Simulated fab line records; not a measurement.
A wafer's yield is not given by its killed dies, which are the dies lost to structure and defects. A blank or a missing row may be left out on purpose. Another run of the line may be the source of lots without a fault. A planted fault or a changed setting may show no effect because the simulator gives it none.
Code-filled problem report in 8D (eight disciplines) form -- flow gf180mcu -- the parts of the form that need people (team, actions taken, sign-off) are left out

== 1. THE PROBLEM ==
At GF_MVSD_COAT_02, spinSpeedRpm averages 2072.1 rpm over 6 wafers from 2 lots, while fault-free wafers read 1999.9 rpm, standard deviation 1.2. Relative to the usual mean, that is a shift of +60 standard deviations.
The step: resist thk 3000 nm.
The first sign was on wafer L959.3 at day 8 14:42, on lithoTrack-03. At this step, 39 wafers from 13 lots have a number in the record. The rule behind "out" and "out of limits": a value lying over 4 standard deviations away from the usual mean. The other wafers with a number count as sound.

== 2. WHAT IT IS; WHAT IT IS NOT ==
question,is,is not
which readings at this step,spinSpeedRpm,dispensePressureKPa
which lots,"L959, L960","L940, L941, L942, L943, L946, L947, L948, L949, L950, L951, L958"
which wafers of those lots,all that have a number,-
read on which tools,lithoTrack-03,"lithoTrack-01, lithoTrack-02"
when,from day 8 14:42,up to then (33 sound wafers)

== 3. WHAT RULES OUT EACH SUSPECT ==
Counting: a tool at any process step up to the reading remains a suspect when it ran all the lots that are out and ran no sound lot after the first of those.
- lithoTrack-03 at GF_MVSD_COAT_02 (resist thk 3000 nm): kept. Every lot that is out went through it, starting with L959 (day 8 14:42), and after that it ran no sound lot; the last sound lot it ran before then is L951 (day 7 04:58). Its own readings are out on those wafers: spinSpeedRpm.
The count leaves lithoTrack-03 at GF_MVSD_COAT_02.

== 4. THE CAUSE (what the simulator had put in) ==
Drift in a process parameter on lithoTrack-03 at GF_MVSD_COAT_02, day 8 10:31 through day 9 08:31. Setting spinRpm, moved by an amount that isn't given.
The count eliminated every tool but this one.

== 5. THE EFFECT CHAIN, in route order ==
One row per reading whose mean, taken over the struck wafers that have a number, lies over 3 standard deviations from the usual. Only readings for which the record gives a usual standard deviation are gone through. hours: the time from each lot's start at the first step in this table that gives one to its start at this step, as a median over the lots. sigmas: the change in usual standard deviations.
hours,step,reading,usual,on struck wafers,change,sigmas
0,GF_MVSD_COAT_02,spinSpeedRpm,1999.9 rpm,2072.1,+72.2,+60
9,GF_MVSD_STRIP_10,stripTimeToEndpointS,36.86 s,36.25,-0.61,-5.6
Here are the process steps it includes:
- GF_MVSD_COAT_02: resist thk 3000 nm.
- GF_MVSD_STRIP_10: strips in O2/N2.
Later measuring or inspecting steps at which every struck wafer that the step has a row for has a number for every such reading, and none has moved that far: GF_CONTACT_THK_MEAS_01.

== 6. WHAT WOULD HAVE CAUGHT IT SOONER ==
In this record no reading fell out of limits until day 8 14:42, 4 hours after the fault had begun at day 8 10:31.
